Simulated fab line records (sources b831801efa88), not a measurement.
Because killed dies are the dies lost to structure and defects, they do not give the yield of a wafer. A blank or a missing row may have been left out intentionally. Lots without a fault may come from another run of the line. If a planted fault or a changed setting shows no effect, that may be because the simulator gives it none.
Which tool was responsible? / flow gf180mcu / route of 602 steps, sampled at 1 step: 7 lots, 21 wafers

WHAT THE GAUGES READ, wafer by wafer
GF_PSD_TW_MEAS_11.
lot=L152; measured=day 14 19:04; on=film_metro-03; PSD_TW=3188 3197 3189
lot=L155; measured=day 16 01:08; on=film_metro-03; PSD_TW=3198 3204 3203
lot=L163; measured=day 18 18:58; on=film_metro-03; PSD_TW=3177 3199 3190
lot=L166; measured=day 20 01:22; on=film_metro-02; PSD_TW=3174 3168 3179
lot=L169; measured=day 21 00:25; on=film_metro-03; PSD_TW=3203 3185 3192
lot=L171; measured=day 21 18:05; on=film_metro-02; PSD_TW=3162 3163 3175
lot=L173; measured=day 22 11:46; on=film_metro-02; PSD_TW=3171 3180 3166

WHICH TOOL RAN EACH LOT (tool, then ch and the chambers of the sampled wafers, then the start)
Record: no process step prior to these readings.

THE ANSWER, worked out from the rows above alone
Rule: the usual values come from the lots themselves. The widest of any qualifying gaps counts: lots, ordered by their means at a reading, are off when they make up no more than a third of the lots, leave a main group of 4 or more, and stand apart from it by 3 or more times the standard deviation of that group's means. A main group is skipped when, at the precision printed for the reading in the tables above, its means are all equal. A lot without any number at a reading at which 4 lots or more have one is off too. The other lots that the step has rows for count as sound.
No lot is off at any reading shown: from this, nothing can be told.

WHAT WAS PUT IN BY THE SIMULATOR
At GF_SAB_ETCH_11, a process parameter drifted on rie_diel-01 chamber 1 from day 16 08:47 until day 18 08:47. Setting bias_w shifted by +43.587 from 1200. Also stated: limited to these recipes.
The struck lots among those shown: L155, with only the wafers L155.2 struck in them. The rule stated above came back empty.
